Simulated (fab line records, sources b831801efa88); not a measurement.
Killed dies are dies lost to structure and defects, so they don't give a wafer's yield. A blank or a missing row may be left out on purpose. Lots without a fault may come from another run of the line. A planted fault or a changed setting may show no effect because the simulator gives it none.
A struck lot beside a sound one | flow sky130 | 15 steps out of a route of 708
Sound: wafers L590.2, L590.3, L590.6. Struck: wafers L598.1, L598.2, L598.3. The cause comes at the end.
At each step with rows: each side's tool, then ch and its chambers, then its first start. Under that, the readings that differ: sound wafers | struck wafers | difference of the means | sigmas: that difference in standard deviations of wafers without a fault.
alike: readings whose means differ by less than 2 such deviations, and words and numbers that are the same on both sides. not compared: withheld readings, readings that some wafer has no value for, bounds like >300 that may hide the same value, and numbers for which the record gives no deviation and whose values overlap.
The two part at a step that has a row with sigmas, a row that says differs or no value, or rows on one side only. Numbers that don't overlap but have no deviation are shown without sigmas and don't part them. A reading that every wafer of one side lacks parts them only if that side has two wafers or more.

first, 6 steps without rows for these wafers: SKY_LDD_N_HMDS_01 (prime time 60 s); SKY_LDD_N_COAT_02 (resist thk 300 nm); SKY_LDD_N_SOFTBAKE_03 (time 60 s); SKY_LDD_N_EXPOSE_04 (exposes mask NTM, target cd 840 nm); SKY_LDD_N_PEB_05; SKY_LDD_N_DEVELOP_06 (develop time 60 s).
SKY_LDD_N_OVL_MEAS_07:
  sound on overlay-02, day 19 06:44; struck on overlay-01, day 21 23:23
  alike: LDD_N_OVL
then, 5 steps without rows for these wafers: SKY_LDD_N_IMPLANT_08; SKY_LDD_N_IMPLANT_09; SKY_LDD_N_IMPLANT_10; SKY_LDD_N_IMPLANT_11; SKY_LDD_N_IMPLANT_12.
SKY_LDD_N_IMPLANT_13:
  sound on implanter-03 ch 0, day 19 07:33; struck on implanter-04 ch 0, day 22 00:29
  alike: faraday_current_uA
then, 1 step without rows for these wafers: SKY_LDD_N_IMPLANT_14.
-- the record jumps here: 26 days lie between the struck wafers' starts before and after (it left off in module LDD_N and takes up again in module PAD_OPEN, whose first step shown is number 708 of the route) --
SKY_PAD_OPEN_PROBE_99:
  sound on prober-01, day 46 17:13; struck on prober-02, day 48 08:19
  reading                                | sound                | struck               | difference | sigmas
  model.etest.nfet_01v8_turned.vt_v (V)  | 0.7002 0.6999 0.7052 | 0.7319 0.7223 0.7259 | +0.0249    |
  model.etest.nfet_01v8_lvt.vt_sat_v (V) | 0.5364 0.5494 0.5362 | 0.571 0.5531 0.5685  | +0.024     |
  alike: killed_at_M0_to_M3, killed_at_M4_up, killed_at_contacts, killed_at_front_end, killed_at_other, killed_dies, killed_open, killed_short
  not compared: model.etest.nfet_01v8_turned.drive_ua_um, model.etest.nfet_01v8_lvt.drive_ua_um, model.etest.nfet_01v8.drive_ua_um, model.etest.tip_n.rs_ohm_sq, model.etest.nfet_01v8_swapped.vt_sat_v, model.etest.sram_nfet_pass.vt_sat_v

WHERE THEY PART
Nowhere in this record.

WHY: what the simulator had put in
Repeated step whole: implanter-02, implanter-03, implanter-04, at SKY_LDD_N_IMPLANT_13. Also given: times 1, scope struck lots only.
